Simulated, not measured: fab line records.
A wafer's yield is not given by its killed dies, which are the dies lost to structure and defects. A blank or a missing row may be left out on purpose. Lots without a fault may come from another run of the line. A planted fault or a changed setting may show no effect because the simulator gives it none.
Matching of chambers    flow sky130    SKY_FIELD_ISO_CMP_27 on cmp-01: 4 sister chambers
The step polishes, stops on Si3N4, t overpolish 16 s, target thk 457.8 nm. 16 wafers are shown with their chamber, then 8 later ones without.

== EACH WAFER AND ITS CHAMBER ==
wafer   chamber  motor_current_A (A)  time_to_endpoint_s (s)  head_pressure_psi (psi)
L587.1  1        13.1                 106                     4.012
L587.2  0        11.4                 105                     3.982
L587.3  2        11.3                 114                     3.994
L592.3  2        11.6                 114                     3.991
L592.4  0        11.0                 110                     3.986
L592.5  2        11.6                 114                     3.989
L593.2  1        13.2                 103                     4.008
L593.3  3        12.6                 107                     4.020
L593.6  1        12.9                 110                     4.014
L594.2  3        12.8                 113                     3.997
L594.5  1        14.1                 107                     4.008
L594.6  2        11.2                 114                     3.999
L597.2  3        12.3                 107                     3.999
L597.4  1        13.2                 110                     3.995
L597.6  0        11.3                 107                     3.995
L598.1  0        11.4                 103                     4.014

SIGNATURES (averages over the wafers above)
reading             chamber 0  chamber 1  chamber 2  chamber 3  scatter within a chamber
motor_current_A     11.275     13.300     11.425     12.567     0.319
time_to_endpoint_s  106.25     107.20     114.00     109.00     2.67
head_pressure_psi   3.99425    4.00740    3.99325    4.00533    0.01
Rule: for each reading, subtract the chamber's mean from the wafer's reading, divide by that reading's scatter and square the result; add these up over the readings and take the root, which gives the wafer's distance from the chamber. If the next closest chamber is less than 2 further off than the closest, the wafer can't be placed; otherwise it belongs to the closest. How the scatter is found: for the shown wafers, subtract from each reading the mean of its chamber, square and add these, divide the total by (wafers less chambers), then take the root.

== WAFERS WITHOUT THEIR CHAMBER ==
wafer   motor_current_A (A)  time_to_endpoint_s (s)  head_pressure_psi (psi)
L598.2  13.1                 109                     3.995
L598.5  11.5                 103                     4.005
L599.2  13.1                 111                     4.007
L599.3  11.7                 106                     4.014
L599.6  11.3                 113                     3.994
L600.1  11.2                 111                     4.007
L600.2  12.7                 110                     3.998
L600.3  12.2                 114                     3.997

== WHICH CHAMBER EACH WENT THROUGH ==
wafer   from the rows above           in truth
L598.2  can't be placed: 1 or 3       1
L598.5  0                             0
L599.2  can't be placed: 1 or 3       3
L599.3  can't be placed: 0 or 3 or 2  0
L599.6  can't be placed: 2 or 0       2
L600.1  can't be placed: 2 or 0       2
L600.2  can't be placed: 3 or 1       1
L600.3  can't be placed: 3 or 2 or 0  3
Correctly placed: 1 of 8. Unplaceable from these rows: 7, with the true chamber sitting among the candidates in 7. 0 placed wrongly.
